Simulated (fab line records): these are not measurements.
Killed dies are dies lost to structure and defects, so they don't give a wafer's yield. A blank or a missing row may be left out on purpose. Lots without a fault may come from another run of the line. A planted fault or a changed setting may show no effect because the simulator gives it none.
Struck lot and sound lot, side by side | flow gf180mcu | 39 out of 602 route steps
Sound: the wafers L576.3, L576.4, L576.6. Struck: wafer L583.2. (L583.3, L583.6 of the same lot were not struck and are left out.) The cause comes at the end.
Each step with rows lists, per side, the tool, then ch with its chambers, then its first start. Under that, the readings that differ: sound wafers | struck wafers | difference of the means | sigmas: that difference in standard deviations of wafers without a fault.
alike: readings with means less than 2 such deviations apart, plus words and numbers identical on both sides. not compared: withheld readings, readings lacking a value on some wafer, bounds such as >300 that could conceal the same value, and numbers that have no deviation in the record and whose values overlap.
A row with sigmas, a row that says differs or no value, or rows on one side alone: a step with any of these is where the two part. Numbers that have no deviation but don't overlap get no sigmas and don't part them. Lack of a reading on every wafer of one side parts them only where that side has two or more wafers.

first, 4 steps without rows for these wafers: GF_M2_SOFTBAKE_10 (time 60 s); GF_M2_EXPOSE_11 (exposes mask Metal2, target cd 280 nm); GF_M2_PEB_12 (peb time 90 s); GF_M2_DEVELOP_13 (develop time 60 s).
GF_M2_CD_MEAS_14: the cd target is 280 nm.
  struck on cdSem-02, day 23 11:33; sound on cdSem-02, day 21 20:41
  alike: cdNm
GF_M2_OVL_MEAS_15:
  struck on overlay-01, day 23 11:39; sound on overlay-02, day 21 20:47
  alike: M2_OVL
then, 5 steps without rows for these wafers: GF_M2_METAL_ETCH_16 (etches the open film in Cl2/BCl3, stops on SiO2, target depth 750.8 nm, time 125.1 s); GF_M2_STRIP_17 (strips in O2/N2); GF_M2_STRIP_18 (strips in post etch residue remover, time 1200 s); GF_M2_CLEAN_19 (cleans in DIW); GF_V2_CVD_00 (deposits SiO2, target thk 600 nm, time 100 s).
GF_V2_THK_MEAS_01:
  struck on filmMetro-02, day 23 12:26; sound on filmMetro-02, day 21 21:34
  alike: V2_CVD_00_THK
GF_V2_CVD_02: deposits SiO2 from TEOS, target thk 850 nm, time 94.851 s.
  sound on pecvd-03 ch 0,2, day 21 21:36; struck on pecvd-03 ch 0, day 23 12:29
reading                            | sound             | struck | difference | sigmas
model.SiO2_of_V2_CVD_02.thkNm (nm) | 849.8 846.5 868.8 | 426.6  | -428.4     | 
  alike: heaterPowerW
GF_V2_THK_MEAS_03:
  struck on filmMetro-03, day 23 12:34; sound on filmMetro-02, day 21 21:41
reading            | sound       | struck | difference | sigmas
V2_CVD_02_THK (nm) | 850 846 869 | 427    | -428       | -36
GF_V2_CMP_04: polishes SiO2.
  sound on cmp-02 ch 0,1, day 21 21:47; struck on cmp-01 ch 2, day 23 12:37
reading                   | sound             | struck | difference | sigmas
retainingRingPressureFrac | 1.002 0.994 1.004 | 0.990  | -0.010     | -2
timeToEndpointS (s)       | 85 86 93          | 27     | -61        | -9
  alike: motorCurrentA
GF_V2_BOW_MEAS_05:
  struck on filmMetro-01, day 23 12:56; sound on filmMetro-02, day 21 22:04
  alike: V2_BOW
then, 8 steps without rows for these wafers: GF_V2_DEHYDRATE_06 (time 60 s); GF_V2_HMDS_07 (prime time 60 s); GF_V2_COAT_08; GF_V2_COAT_09 (resist thk 1000 nm); GF_V2_SOFTBAKE_10 (time 60 s); GF_V2_EXPOSE_11 (exposes mask Via2, target cd 260 nm); GF_V2_PEB_12 (peb time 90 s); GF_V2_DEVELOP_13 (develop time 60 s).
GF_V2_CD_MEAS_14: the cd target is 260 nm.
  struck on cdSem-01, day 24 10:49; sound on cdSem-02, day 22 21:25
  alike: cdNm
GF_V2_OVL_MEAS_15:
  struck on overlay-02, day 24 10:56; sound on overlay-01, day 22 21:31
  alike: V2_OVL
GF_V2_ETCH_16: etches BARC in N2/H2.
  sound on rieDiel-03 ch 1,2, day 22 21:32; struck on rieDiel-03 ch 3, day 24 10:58
  alike: drypumpMotorCurrentA, oesProductAu, throttleValvePct
GF_V2_ETCH_17: etches SiO2 in C4F8/O2/Ar, stops on TiN, target depth 630 nm.
  sound on rieDiel-03 ch 1,2; struck on rieDiel-03 ch 3
reading                      | sound             | struck | difference | sigmas
oesProductAu (a.u.)          | 0.861 0.863 0.858 | 0.696  | -0.165     | -36
model.etch.depthNm (nm)      | 634.3 633.8 633.8 | 426.6  | -207.4     | 
model.V2.featureDepthNm (nm) | 634.3 633.8 633.8 | 426.6  | -207.4     | 
GF_V2_STRIP_18: strips in O2/N2.
  sound on plasmaAsher-04 ch 0,1, day 22 21:41; struck on plasmaAsher-02 ch 1, day 24 11:05
reading             | sound | struck | difference                   | sigmas
rfHoursCounterH (h) | - - - | 82     | no value on the sound wafers | 
  alike: drypumpMotorCurrentA, heaterPowerW, oesProductAu
then, 3 steps without rows for these wafers: GF_V2_STRIP_19 (strips in post etch residue remover, time 1200 s); GF_V2_CLEAN_20 (cleans in DIW); GF_V2_SPUTTER_21 (material Ti, target thk 15 nm, time 80.02 s).
GF_V2_SPUTTER_22: material TiN, target thk 10 nm, time 40 s.
  struck on pvdSputter-01, day 24 11:41; sound on pvdSputter-01, day 22 22:17
  alike: throttleValvePct
GF_V2_CVD_23: deposits W, target thk 350 nm, time 104.94 s.
  sound on cvdW-02 ch 0,1, day 22 22:22; struck on cvdW-01 ch 1, day 24 11:43
  alike: heaterPowerW
GF_V2_RS_MEAS_24: measurement is done with a four-point probe.
  struck on filmMetro-01, day 24 11:51; sound on filmMetro-01, day 22 22:29
  alike: V2_W_RS
GF_V2_THK_MEAS_25: measures by xrf.
  struck on filmMetro-01, day 24 11:58; sound on filmMetro-01, day 22 22:35
  alike: V2_W_THK
GF_V2_CMP_26: polishes, stops on SiO2, t overpolish 15 s, target thk 0 nm.
  sound on cmp-02 ch 0,1,3, day 22 22:40; struck on cmp-02 ch 2, day 24 12:01
reading                            | sound         | struck | difference | sigmas
motorCurrentA (A)                  | 8.4 10.2 10.5 | 13.1   | +3.4       | +2
model.SiO2_of_V2_CVD_02.thkNm (nm) | 630.5 630 630 | 422.8  | -207.4     | 
  alike: overpolishRunS, retainingRingPressureFrac, timeToEndpointS
GF_M3_SPUTTER_00: material Ti, target thk 37.5 nm, time 150 s.
  struck on pvdSputter-03, day 24 12:19; sound on pvdSputter-03, day 22 22:55
  alike: throttleValvePct
-- the record jumps here: 8 days lie between the struck wafers' starts before and after (it left off in module M3 and takes up again in module PASSIVATION, whose first step shown is number 602 of the route) --
GF_PASSIVATION_PROBE_99:
  struck on prober-02, day 32 07:39; sound on prober-02, day 31 01:19
reading                           | sound                | struck | difference | sigmas
model.etest.met3Comb.leakLog10AUm | -11.89 -11.88 -12.07 | -7.124 | +4.823     | 
model.etest.via2Chain.rcOhm       | 6.475 6.567 6.33     | 5.897  | -0.560     | 

WHERE THEY PART
Earliest at GF_V2_THK_MEAS_03; latest, in this record, at GF_V2_CMP_26. Later steps at which nothing parts them and some readings are alike: GF_M3_SPUTTER_00.

WHY: the cause the simulator had injected
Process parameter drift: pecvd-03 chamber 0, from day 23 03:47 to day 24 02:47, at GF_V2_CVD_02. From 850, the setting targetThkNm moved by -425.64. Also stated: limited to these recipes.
